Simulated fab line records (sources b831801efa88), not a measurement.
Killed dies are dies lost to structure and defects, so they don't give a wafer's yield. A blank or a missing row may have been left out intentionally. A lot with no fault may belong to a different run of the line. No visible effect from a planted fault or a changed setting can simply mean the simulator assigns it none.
Code-filled problem report in 8D (eight disciplines) form + flow sky130 + the parts of the form that need people (team, actions taken, sign-off) are left out

== 1. THE PROBLEM ==
chamber-pressure-Torr at SKY_LI_CONTACT_CVD_21 reads a mean of 38.65 Torr on 4 wafers of 2 lots; wafers without a fault read 39.98 Torr with a standard deviation of 0.076. Measured from the usual mean, that is -17 standard deviations.
The step: deposits W, target thk 400 nm, time 120.56 s.
First observed at day 33 16:54: wafer L783.2, on cvd-w-01. The record holds 33 wafers of 11 lots with a number at this step. The rule behind "out" and "out of limits": a value lying over 4 standard deviations away from the usual mean. The other wafers with a number count as sound.

== 2. WHAT IT IS, WHAT IT ISN'T ==
| question                    | is                             | is not                                                                                       |
|-----------------------------|--------------------------------|----------------------------------------------------------------------------------------------|
| which readings at this step | chamber-pressure-Torr          | heater-power-w                                                                               |
| which lots                  | L783, L786                     | L775, L776, L777, L778, L779, L790, L792, L793, L797                                         |
| which wafers of those lots  | L783.2, L783.4, L786.4, L786.5 | L783.5, L786.3                                                                               |
| read on which tools         | cvd-w-01                       | cvd-w-02                                                                                     |
| when                        | from day 33 16:54              | up to then (16 sound wafers); but 13 sound wafers of L786, L790, L792, L793, L797 came after |

== 3. SUSPECTS, AND WHAT RULES EACH OUT ==
Counting: a tool at a process step up to the reading stays a suspect if it ran every lot that is out. Sound lots after the first of them don't rule it out here, since some wafers of a struck lot are sound.
- cvd-w-01 at SKY_LI_CONTACT_CVD_21 (deposits W, target thk 400 nm, time 120.56 s): kept. Ran every lot that is out, first one L783 (day 33 16:54); last sound lot up to then L777 (day 30 01:01). Its own chamber-pressure-Torr readings are out on those wafers.
- The sound lot-mates ran in chamber 1 of cvd-w-01 at SKY_LI_CONTACT_CVD_21, but the wafers that are out ran in chamber 0.
Remaining after the count: cvd-w-01 at SKY_LI_CONTACT_CVD_21.

== 4. THE CAUSE (what the simulator had put in) ==
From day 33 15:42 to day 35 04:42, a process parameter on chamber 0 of cvd-w-01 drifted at SKY_LI_CONTACT_CVD_21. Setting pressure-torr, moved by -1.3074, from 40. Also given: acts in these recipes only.
Counting left only this tool.

== 5. THE CHAIN OF EFFECTS, in route order ==
Each row: a reading whose mean over the struck wafers that have a number lies more than 3 standard deviations from the usual. Readings are gone through only where the record gives a usual standard deviation; hours: the median, over the lots, of the time from a lot's start at the first step in this table giving one to that lot's start at this step; sigmas: the change measured in usual standard deviations.
| hours | step                  | reading               | usual      | on struck wafers | change | sigmas |
|-------|-----------------------|-----------------------|------------|------------------|--------|--------|
| 0     | SKY_LI_CONTACT_CVD_21 | chamber-pressure-Torr | 39.98 Torr | 38.65            | -1.33  | -17    |
Its process steps:
- SKY_LI_CONTACT_CVD_21: deposits W, target thk 400 nm, time 120.56 s.

== 6. HOW IT WOULD HAVE BEEN CAUGHT EARLIER ==
In this record the first reading out of limits was taken at day 33 16:54, 1 hour after the fault began at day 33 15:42.
